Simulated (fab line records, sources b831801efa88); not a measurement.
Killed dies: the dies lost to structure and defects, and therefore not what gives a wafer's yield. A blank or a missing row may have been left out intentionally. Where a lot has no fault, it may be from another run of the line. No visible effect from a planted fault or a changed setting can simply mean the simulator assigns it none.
What tool caused it?    flow gf180mcu    15 lots, 45 wafers sampled, at 4 steps of a route of 602

## WHAT THE GAUGES READ, wafer by wafer
GF_V5_THK_MEAS_03. Usual: for V5_CVD_02_THK the level is 1453 nm and the standard deviation is 18.
lot   measured      on             V5_CVD_02_THK (nm)  flag
L567  day 25 22:54  film-metro-02  1427 1421 1421      
L568  day 26 10:24  film-metro-03  1447 1471 1461      
L569  day 26 23:52  film-metro-02  1435 1453 1456      
L573  day 28 15:44  film-metro-01  1448 1469 1458      
L574  day 28 19:11  film-metro-01  1443 1451 1445      
L575  day 28 22:43  film-metro-02  1450 1471 1476      
L576  day 29 02:01  film-metro-01  1427 1466 1452      
L577  day 29 13:41  film-metro-02  1427 1445 1457      
L586  day 32 01:42  film-metro-03  1442 1441 1497      
L587  day 32 04:59  film-metro-01  1449 1441 1473      
L589  day 32 19:07  film-metro-01  1441 1464 1466      
L590  day 32 23:00  film-metro-02  1431 1431 1467      

GF_PASSIVATION_THK_MEAS_01. Usual: for PASSIVATION_CVD_00_THK the level is 1002 nm and the standard deviation is 13.
lot   measured      on             PASSIVATION_CVD_00_THK (nm)  flag
L567  day 27 18:46  film-metro-04  981 979 1002                 
L568  day 28 05:56  film-metro-03  994 1012 1003                
L569  day 28 18:20  film-metro-04  977 980 968                  
L573  day 30 06:43  film-metro-03  993 1012 1006                
L574  day 30 11:55  film-metro-04  978 1008 1013                
L575  day 30 15:00  film-metro-03  998 1016 1018                
L576  day 30 18:29  film-metro-03  984 995 1016                 
L577  day 31 05:02  film-metro-01  991 986 1005                 
L586  day 33 13:21  film-metro-04  983 1003 1017                
L587  day 33 16:24  film-metro-03  1004 996 1029                
L589  day 34 05:10  film-metro-03  991 1007 1009                
L590  day 34 08:40  film-metro-01  1003 1002 1010               

## WHICH TOOL RAN EACH LOT (tool, then ch and the chambers of the sampled wafers, then the start)
lot   GF_VT_IMPLANT_DEVELOP_17           GF_V5_SPUTTER_21
L567  litho-track-02 ch 0, day 6 01:13   pvd-sputter-02, day 26 21:02
L568  litho-track-03 ch 0, day 6 10:02   pvd-sputter-02, day 27 08:35
L569  litho-track-04 ch 0, day 6 18:20   pvd-sputter-01, day 27 20:49
L573  litho-track-03 ch 0, day 8 00:20   pvd-sputter-02, day 29 10:58
L574  litho-track-03 ch 0, day 8 04:44   pvd-sputter-02, day 29 15:41
L575  litho-track-03 ch 0, day 8 08:41   pvd-sputter-02, day 29 19:13
L576  litho-track-03 ch 0, day 8 13:37   pvd-sputter-01, day 29 22:06
L577  litho-track-03 ch 0, day 8 18:34   pvd-sputter-02, day 30 09:17
L578  litho-track-03 ch 0, day 9 05:32   -
L579  litho-track-03 ch 0, day 9 10:01   -
L581  litho-track-03 ch 0, day 9 21:37   -
L586  litho-track-02 ch 0, day 11 08:04  pvd-sputter-03, day 32 19:36
L587  litho-track-04 ch 0, day 11 10:31  pvd-sputter-01, day 32 23:10
L589  litho-track-02 ch 0, day 12 01:47  pvd-sputter-03, day 33 11:57
L590  litho-track-04 ch 0, day 12 10:29  pvd-sputter-02, day 33 15:47
- GF_VT_IMPLANT_DEVELOP_17: develop time 60 s.
- GF_V5_SPUTTER_21: material Ti, target thk 15 nm, time 80.02 s.

## WHAT THE TOOLS THEMSELVES READ (means of the sampled wafers that have a number; where no wafer has one, the mark that the record gives instead)
GF_V5_SPUTTER_21. Usual: throttle-valve-pct 29.6 %, standard deviation 0.73.
lot   tool            throttle-valve-pct (%)  flag
L567  pvd-sputter-02  29.3                    
L568  pvd-sputter-02  29.2                    
L569  pvd-sputter-01  29.6                    
L573  pvd-sputter-02  29.7                    
L574  pvd-sputter-02  29.8                    
L575  pvd-sputter-02  29.8                    
L576  pvd-sputter-01  29.9                    
L577  pvd-sputter-02  29.9                    
L586  pvd-sputter-03  29.7                    
L587  pvd-sputter-01  29.9                    
L589  pvd-sputter-03  29.1                    
L590  pvd-sputter-02  29.9                    

## THE ANSWER, worked out from the rows above alone
Rule: a lot is off if the mean of its wafers that have a number lies more than 3 standard deviations from the usual mean. A lot without any number at a reading at which 4 lots or more have one is off too. All remaining lots with rows at the step are treated as sound. The gauges are gone through in route order, then the tools' own readings, and for those a lot's mean is taken as printed above. At the first step where some lot is off, the reading lying furthest off is the one used; lots without a number count as furthest.
Nothing can be told from this: no lot is off at any reading shown.

## WHAT THE SIMULATOR HAD INSERTED
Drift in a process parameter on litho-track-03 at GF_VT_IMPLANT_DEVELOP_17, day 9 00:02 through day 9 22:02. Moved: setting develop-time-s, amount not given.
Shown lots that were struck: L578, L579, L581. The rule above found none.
